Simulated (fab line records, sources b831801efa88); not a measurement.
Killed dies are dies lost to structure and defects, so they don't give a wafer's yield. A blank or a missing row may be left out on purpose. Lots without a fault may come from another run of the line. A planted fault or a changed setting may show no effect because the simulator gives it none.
A struck lot beside a sound one | flow sky130 | 21 steps out of a route of 708
Sound: wafers L685.1, L685.2, L685.3. Struck: wafer L688.6. (L688.1, L688.2 of the same lot were not struck and are left out.) The cause comes at the end.
At each step with rows: each side's tool, then ch and its chambers, then its first start. Under that, the readings that differ: sound wafers | struck wafers | difference of the means | sigmas: that difference in standard deviations of wafers without a fault.
alike: readings whose means differ by less than 2 such deviations, and words and numbers that are the same on both sides. not compared: withheld readings, readings that some wafer has no value for, bounds like >300 that may hide the same value, and numbers for which the record gives no deviation and whose values overlap.
The two part at a step that has a row with sigmas, a row that says differs or no value, or rows on one side only. Numbers that don't overlap but have no deviation are shown without sigmas and don't part them. A reading that every wafer of one side lacks parts them only if that side has two wafers or more.

first, 5 steps without rows for these wafers: SKY_VT_ADJUST_HVTP_COAT_02 (resist thk 1140 nm); SKY_VT_ADJUST_HVTP_SOFTBAKE_03 (time 60 s); SKY_VT_ADJUST_HVTP_EXPOSE_04 (exposes mask HVTPM, target cd 380 nm); SKY_VT_ADJUST_HVTP_PEB_05; SKY_VT_ADJUST_HVTP_DEVELOP_06 (develop time 60 s).
SKY_VT_ADJUST_HVTP_CD_MEAS_07: target cd 380 nm.
  sound on cd_sem-01, day 9 04:48; struck on cd_sem-02, day 9 20:10
  reading    | sound             | struck | difference | sigmas
  cd_nm (nm) | 380.2 380.1 380.7 | 387.8  | +7.5       | +3
SKY_VT_ADJUST_HVTP_OVL_MEAS_08:
  sound on overlay-01, day 9 04:55; struck on overlay-02, day 9 20:17
  alike: VT_ADJUST_HVTP_OVL
then, 1 step without rows for these wafers: SKY_VT_ADJUST_HVTP_IMPLANT_09.
SKY_VT_ADJUST_HVTP_STRIP_10: strips in O2/N2.
  sound on plasma_asher-02 ch 0,1, day 9 05:07; struck on plasma_asher-01 ch 0, day 9 20:29
  reading             | sound             | struck | difference | sigmas
  n2_flow_sccm (sccm) | 300.5 299.9 299.6 | 302.0  | +2.0       | +2
  alike: drypump_motor_current_A, oes_product_au, strip_time_to_endpoint_s
  not compared: rf_hours_counter_h
SKY_VT_ADJUST_HVTP_TW_MEAS_11:
  sound on film_metro-04, day 9 05:13; struck on film_metro-03, day 9 20:35
  alike: VT_ADJUST_HVTP_TW
then, 2 steps without rows for these wafers: SKY_VT_ADJUST_LVTN_DEHYDRATE_00 (time 60 s); SKY_VT_ADJUST_LVTN_HMDS_01 (prime time 60 s).
SKY_VT_ADJUST_LVTN_COAT_02: resist thk 3000 nm.
  sound on litho_track-01 ch 0, day 9 15:49; struck on litho_track-01 ch 0, day 10 06:49
  reading                                          | sound          | struck | difference | sigmas
  model.coat_of_VT_ADJUST_LVTN_COAT_02.thk_nm (nm) | 3001 3012 3006 | 2886   | -120       |
  alike: chill_plate_temp_C
then, 3 steps without rows for these wafers: SKY_VT_ADJUST_LVTN_SOFTBAKE_03; SKY_VT_ADJUST_LVTN_EXPOSE_04 (exposes mask NWM COMPLEMENT LESS NATIVE, target cd 840 nm); SKY_VT_ADJUST_LVTN_PEB_05.
SKY_VT_ADJUST_LVTN_DEVELOP_06: develop time 60 s.
  sound on litho_track-01 ch 0; struck on litho_track-01 ch 0
  reading                                          | sound             | struck | difference | sigmas
  chill_plate_temp_C (C)                           | 22.81 22.81 22.83 | 23.06  | +0.24      | +2
  model.coat_of_VT_ADJUST_LVTN_COAT_02.thk_nm (nm) | 2997 3007 3001    | 2881   | -121       |
SKY_VT_ADJUST_LVTN_OVL_MEAS_07:
  sound on overlay-01, day 10 03:07; struck on overlay-01, day 10 18:40
  alike: VT_ADJUST_LVTN_OVL
then, 1 step without rows for these wafers: SKY_VT_ADJUST_LVTN_IMPLANT_08.
SKY_VT_ADJUST_LVTN_STRIP_09: strips in O2/N2.
  sound on plasma_asher-01 ch 0,1, day 10 03:17; struck on plasma_asher-04 ch 1, day 10 18:50
  reading                      | sound             | struck | difference | sigmas
  strip_time_to_endpoint_s (s) | 36.93 37.04 37.00 | 35.59  | -1.40      | -14
  alike: drypump_motor_current_A, n2_flow_sccm, oes_product_au
  not compared: rf_hours_counter_h
SKY_VT_ADJUST_LVTN_TW_MEAS_10:
  sound on film_metro-01, day 10 03:25; struck on film_metro-03, day 10 18:56
  alike: VT_ADJUST_LVTN_TW

WHERE THEY PART
First at SKY_VT_ADJUST_HVTP_CD_MEAS_07; last, within this record, at SKY_VT_ADJUST_LVTN_STRIP_09. Later steps at which nothing parts them and some readings are alike: SKY_VT_ADJUST_LVTN_TW_MEAS_10.

WHY: what the simulator had put in
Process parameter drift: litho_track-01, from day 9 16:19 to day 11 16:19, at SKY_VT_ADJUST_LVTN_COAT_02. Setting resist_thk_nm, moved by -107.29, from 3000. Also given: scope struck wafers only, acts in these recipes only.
